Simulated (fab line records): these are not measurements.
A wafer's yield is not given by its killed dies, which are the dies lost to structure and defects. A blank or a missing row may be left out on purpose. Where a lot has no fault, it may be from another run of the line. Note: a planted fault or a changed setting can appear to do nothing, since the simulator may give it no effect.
The tool behind it: which one?    flow gf180mcu    33 wafers from 11 lots sampled at 5 of the route's 602 steps

## WHAT THE GAUGES SHOWED, per wafer
GF_CONTACT_THK_MEAS_26: measures by xrf. Usual: CONTACT_W_THK 319 nm, standard deviation 4.2.
lot   measured      on             CONTACT_W_THK (nm)  flag
L869  day 16 01:14  film_metro-04  324 314 322         
L870  day 16 21:12  film_metro-04  321 310 316         
L873  day 18 00:52  film_metro-04  318 322 316         
L877  day 19 00:50  film_metro-02  311 314 312         
L879  day 19 21:47  film_metro-04  319 324 316         
L884  day 21 15:30  film_metro-02  317 320 317         
L887  day 22 14:58  film_metro-02  319 316 323         
L888  day 23 00:19  film_metro-02  320 319 322         
L889  day 23 16:30  film_metro-02  316 312 314         
L890  day 23 17:36  film_metro-04  322 324 322         
L892  day 24 07:52  film_metro-04  323 314 318         

GF_V1_THK_MEAS_03. Usual: V1_CVD_02_THK 847 nm, standard deviation 11.
lot   measured      on             V1_CVD_02_THK (nm)  flag
L869  day 17 00:59  film_metro-03  842 857 857         
L870  day 17 22:10  film_metro-03  840 858 829         
L873  day 19 02:37  film_metro-03  857 855 873         
L877  day 20 02:53  film_metro-03  775 753 757         OFF
L879  day 20 23:44  film_metro-03  737 763 772         OFF
L884  day 22 16:26  film_metro-02  845 842 861         
L887  day 23 15:38  film_metro-02  834 862 847         
L888  day 24 00:38  film_metro-03  845 841 870         
L889  day 24 16:06  film_metro-03  835 842 842         
L890  day 24 17:57  film_metro-02  846 870 856         
L892  day 25 07:01  film_metro-03  849 861 870         

## EACH LOT AND THE TOOL THAT RAN IT (in order: tool; ch and the chambers of the sampled wafers; start)
lot   GF_M1_SPUTTER_02              GF_M1_METAL_ETCH_16                GF_V1_CVD_02
L869  pvd_sputter-04, day 16 01:43  rie_metal-03 ch 0,1, day 17 00:07  pecvd-04 ch 0,1, day 17 00:55
L870  pvd_sputter-04, day 16 21:41  rie_metal-03 ch 0,1, day 17 21:19  pecvd-01 ch 0,1,2, day 17 22:05
L873  pvd_sputter-04, day 18 01:21  rie_metal-03 ch 0,1, day 19 01:46  pecvd-02 ch 1,2, day 19 02:32
L877  pvd_sputter-04, day 19 01:18  rie_metal-03 ch 0,1, day 20 02:01  pecvd-02 ch 0,1,2, day 20 02:47
L879  pvd_sputter-04, day 19 22:16  rie_metal-03 ch 0, day 20 22:50    pecvd-02 ch 0,2, day 20 23:39
L884  pvd_sputter-04, day 21 15:59  rie_metal-03 ch 0,1, day 22 15:31  pecvd-01 ch 0,1, day 22 16:22
L887  pvd_sputter-02, day 22 15:27  rie_metal-03 ch 0,1, day 23 14:46  pecvd-04 ch 0,1,2, day 23 15:34
L888  pvd_sputter-01, day 23 00:47  rie_metal-01 ch 0,1, day 23 23:46  pecvd-02 ch 1,2, day 24 00:33
L889  pvd_sputter-04, day 23 16:59  rie_metal-03 ch 0,1, day 24 15:15  pecvd-04 ch 0,2, day 24 16:02
L890  pvd_sputter-01, day 23 18:05  rie_metal-01 ch 0, day 24 17:07    pecvd-02 ch 0,1,2, day 24 17:53
L892  pvd_sputter-04, day 24 08:21  rie_metal-03 ch 0,1, day 25 06:09  pecvd-01 ch 0,1,2, day 25 06:56
- GF_M1_SPUTTER_02: material AlCu, target thk 450 nm, time 23.9 s.
- GF_M1_METAL_ETCH_16: etches the open film in Cl2/BCl3, stops on SiO2, target depth 627.5 nm, time 104.6 s.
- GF_V1_CVD_02: deposits SiO2 from TEOS, target thk 850 nm, time 94.851 s.

## WHAT THE TOOLS THEMSELVES READ (means of the sampled wafers that have a number; where no wafer has one, the mark that the record gives instead)
GF_M1_SPUTTER_02. Usual: cathode_dc_power_W 10600 W, standard deviation 1.9; chamber_pressure_pa 0.3998 Pa, standard deviation 0.00077; throttle_valve_pct 29.7 %, standard deviation 0.78.
lot   tool            cathode_dc_power_W (W)  chamber_pressure_pa (Pa)  throttle_valve_pct (%)  flag
L869  pvd_sputter-04  10599                   0.3998                    30.0                    
L870  pvd_sputter-04  10600                   0.3997                    30.5                    
L873  pvd_sputter-04  10600                   0.4000                    30.1                    
L877  pvd_sputter-04  10598                   0.3997                    30.6                    
L879  pvd_sputter-04  10599                   0.3998                    30.2                    
L884  pvd_sputter-04  10601                   0.3996                    30.2                    
L887  pvd_sputter-02  10600                   0.3995                    29.3                    
L888  pvd_sputter-01  10599                   0.3994                    29.2                    
L889  pvd_sputter-04  10600                   0.3993                    30.1                    
L890  pvd_sputter-01  10599                   0.4001                    29.0                    
L892  pvd_sputter-04  10599                   0.4004                    30.0                    

GF_M1_METAL_ETCH_16. Usual: drypump_motor_current_A 5.6 A, standard deviation 0.43; oes_product_au 0.971 a.u., standard deviation 0.0066; throttle_valve_pct 28.252 %, standard deviation 0.011.
lot   tool          drypump_motor_current_A (A)  oes_product_au (a.u.)  throttle_valve_pct (%)  flag
L869  rie_metal-03  5.6                          0.960                  28.261                  
L870  rie_metal-03  5.7                          0.974                  28.255                  
L873  rie_metal-03  5.6                          0.970                  28.256                  
L877  rie_metal-03  5.6                          0.963                  28.267                  
L879  rie_metal-03  5.6                          0.970                  28.255                  
L884  rie_metal-03  5.7                          0.971                  28.250                  
L887  rie_metal-03  5.7                          0.965                  28.250                  
L888  rie_metal-01  5.1                          0.972                  28.250                  
L889  rie_metal-03  5.7                          0.969                  28.251                  
L890  rie_metal-01  5.6                          0.974                  28.246                  
L892  rie_metal-03  5.7                          0.976                  28.245                  

GF_V1_CVD_02. Usual: heater_power_outer_w 382 W, standard deviation 73; heater_power_w 639 W, standard deviation 120.
lot   tool      heater_power_outer_w (W)  heater_power_w (W)  flag
L869  pecvd-04  396                       672                 
L870  pecvd-01  370                       574                 
L873  pecvd-02  408                       699                 
L877  pecvd-02  379                       656                 
L879  pecvd-02  407                       684                 
L884  pecvd-01  340                       552                 
L887  pecvd-04  400                       684                 
L888  pecvd-02  402                       678                 
L889  pecvd-04  435                       731                 
L890  pecvd-02  437                       744                 
L892  pecvd-01  380                       601                 

## THE ANSWER, worked out from the rows above alone
Rule: a lot is off if the mean of its wafers that have a number lies more than 3 standard deviations from the usual mean. Also off: a lot with no number at a reading for which 4 or more lots have one. Where the step has rows for the other lots, those lots are counted as sound. The gauges are gone through in route order, then the tools' own readings, and for those a lot's mean is taken as printed above. The first step at which some lot is off is used, and at that step the reading that is off furthest; a lot without a number counts as furthest.
Off: L877, L879, at GF_V1_THK_MEAS_03 (V1_CVD_02_THK).
If a tool, at a process step before that reading, ran all the lots that are off and no sound lot after the first of them, it fits. Those tools and the gauges at GF_V1_THK_MEAS_03 are tried in the same way. Not one of the candidates tried fits.

## WHAT THE SIMULATOR HAD PUT IN
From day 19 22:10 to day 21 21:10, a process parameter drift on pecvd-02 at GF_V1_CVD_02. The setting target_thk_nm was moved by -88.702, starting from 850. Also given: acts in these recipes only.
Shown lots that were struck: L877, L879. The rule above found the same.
